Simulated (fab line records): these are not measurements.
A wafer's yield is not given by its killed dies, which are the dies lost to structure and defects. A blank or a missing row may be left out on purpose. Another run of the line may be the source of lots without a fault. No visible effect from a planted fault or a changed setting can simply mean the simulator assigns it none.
Struck lot and sound lot, side by side    flow gf180mcu    18 steps out of a route of 602
Sound: wafers L805.2, L805.4, L805.5. Wafers L816.1, L816.3, L816.6 were the ones struck. The cause comes at the end.
Per side, at each step with rows, come the tool, then ch with its chambers, and then its first start. Under that, the readings that differ: sound wafers    struck wafers    difference of the means    sigmas: that difference in standard deviations of wafers without a fault.
alike: readings with means less than 2 such deviations apart, plus words and numbers identical on both sides. not compared: withheld readings, readings lacking a value on some wafer, bounds such as >300 that could conceal the same value, and numbers that have no deviation in the record and whose values overlap.
A row with sigmas, a row that says differs or no value, or rows on one side alone: a step with any of these is where the two part. When numbers do not overlap yet have no deviation, they are printed without sigmas and do not part them. A reading that every wafer of one side lacks parts them only if that side has two wafers or more.

first, 1 step without rows for these wafers: GF_CONTACT_CMP_27 (polishes, stops on SiO2, t overpolish 15 s, target thk 0 nm).
GF_M1_SPUTTER_00: material Ti, target thk 37.5 nm, time 150 s.
  sound on pvd sputter-03 at day 17 05:41; struck on pvd sputter-02 at day 21 09:09
  alike: throttle valve pct
GF_M1_SPUTTER_01: material TiN, target thk 30 nm, time 25 s.
  sound on pvd sputter-03 at day 17 05:47; struck on pvd sputter-02 at day 21 09:15
  alike: throttle valve pct
GF_M1_SPUTTER_02: material AlCu, target thk 450 nm, time 23.9 s.
  sound on pvd sputter-03 at day 17 05:49; struck on pvd sputter-02 at day 21 09:17
  alike: throttle valve pct
GF_M1_SPUTTER_03: material Ti, target thk 10 nm, time 6.7 s.
  sound on pvd sputter-03 at day 17 05:51; struck on pvd sputter-02 at day 21 09:19
  alike: throttle valve pct
GF_M1_SPUTTER_04: material TiN, target thk 50 nm, time 41.7 s.
  sound on pvd sputter-03 at day 17 05:52; struck on pvd sputter-02 at day 21 09:20
  alike: throttle valve pct
GF_M1_RS_MEAS_05: uses a four-point probe to measure.
  sound on film metro-03 at day 17 05:56; struck on film metro-03 at day 21 09:22
  alike: M1_ALCU_RS
GF_M1_THK_MEAS_06: measures by xrf.
  sound on film metro-03 at day 17 06:02; struck on film metro-03 at day 21 09:29
  alike: M1_ALCU_THK
then, 4 steps without rows for these wafers: GF_M1_DEHYDRATE_07 (time 60 s); GF_M1_HMDS_08 (prime time 60 s); GF_M1_COAT_09 (resist thk 1000 nm); GF_M1_SOFTBAKE_10 (time 60 s).
GF_M1_EXPOSE_11: exposes mask Metal1, target cd 230 nm.
  sound on krf scanner-02 ch 0, day 17 17:21; struck on krf scanner-02 ch 0, day 21 21:13
reading               sound              struck             difference  sigmas
exposure dose mJ cm2  27.96 27.98 27.96  27.19 27.20 27.20  -0.77       -23
  alike: mask
then, 2 steps without rows for these wafers: GF_M1_PEB_12 (peb time 90 s); GF_M1_DEVELOP_13 (develop time 60 s).
GF_M1_CD_MEAS_14: the cd target is 230 nm.
  sound on cd sem-02 at day 18 05:29; struck on cd sem-01 at day 22 09:06
reading     sound              struck             difference  sigmas
cd nm (nm)  230.1 229.0 229.6  235.8 234.4 235.6  +5.7        +5
GF_M1_OVL_MEAS_15:
  sound on overlay-02 at day 18 05:35; struck on overlay-01 at day 22 09:13
  alike: M1_OVL
-- the record jumps here: 11 days lie between the struck wafers' starts before and after (it left off in module M1 and takes up again in module PASSIVATION, whose first step shown is number 602 of the route) --
GF_PASSIVATION_PROBE_99:
  record: rows for the struck wafers here (prober-01, day 33 00:36), none for the sound ones

## WHERE THEY PART
First at GF_M1_EXPOSE_11; last, within this record, at GF_PASSIVATION_PROBE_99.

WHY: the cause the simulator had injected
Drift in process parameters on krf scanner-02 at GF_M1_EXPOSE_11, starting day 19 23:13. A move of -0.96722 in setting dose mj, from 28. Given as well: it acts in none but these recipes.
